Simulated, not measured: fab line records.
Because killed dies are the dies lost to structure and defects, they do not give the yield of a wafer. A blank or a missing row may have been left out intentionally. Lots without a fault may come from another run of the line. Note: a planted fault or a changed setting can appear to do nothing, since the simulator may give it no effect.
Which of the tools did it? + flow sky130 + 18 wafers from 6 lots sampled at 2 of the route's 708 steps

## WHAT EACH GAUGE READ, for each wafer
SKY_METAL3_OVL_MEAS_14.
| lot  | measured     | on         | METAL3_OVL (nm) |
|------|--------------|------------|-----------------|
| L339 | day 39 23:01 | overlay-02 | -14 -9 -6       |
| L342 | day 41 01:24 | overlay-02 | -10 -9 -9       |
| L349 | day 42 17:09 | overlay-02 | -1 1 -4         |
| L353 | day 44 13:40 | overlay-01 | -11 -6 -7       |
| L358 | day 45 10:37 | overlay-02 | 3 4 6           |
| L359 | day 45 17:26 | overlay-02 | 2 2 -13         |

## EACH LOT AND THE TOOL THAT RAN IT (in order: tool; ch and the chambers of the sampled wafers; start)
| lot  | SKY_SD_N_STRIP_11                    |
|------|--------------------------------------|
| L339 | plasma asher-01 ch 0,1, day 29 09:48 |
| L342 | plasma asher-01 ch 0,1, day 30 15:30 |
| L349 | plasma asher-04 ch 0,1, day 32 11:07 |
| L353 | plasma asher-01 ch 0,1, day 34 13:11 |
| L358 | plasma asher-01 ch 0,1, day 35 15:00 |
| L359 | plasma asher-04 ch 0,1, day 35 21:00 |
- SKY_SD_N_STRIP_11: strips in O2/N2.

## THE ANSWER, worked out from the rows above alone
Rule: the lots themselves supply what counts as usual. The widest of any qualifying gaps counts: lots, ordered by their means at a reading, are off when they make up no more than a third of the lots, leave a main group of 4 or more, and stand apart from it by 3 or more times the standard deviation of that group's means. A main group is skipped when, at the precision printed for the reading in the tables above, its means are all equal. A lot without any number at a reading at which 4 lots or more have one is off too. All remaining lots with rows at the step are treated as sound.
No lot is off on any of the readings shown, so nothing can be concluded from this.

## WHAT HAD BEEN PUT IN BY THE SIMULATOR
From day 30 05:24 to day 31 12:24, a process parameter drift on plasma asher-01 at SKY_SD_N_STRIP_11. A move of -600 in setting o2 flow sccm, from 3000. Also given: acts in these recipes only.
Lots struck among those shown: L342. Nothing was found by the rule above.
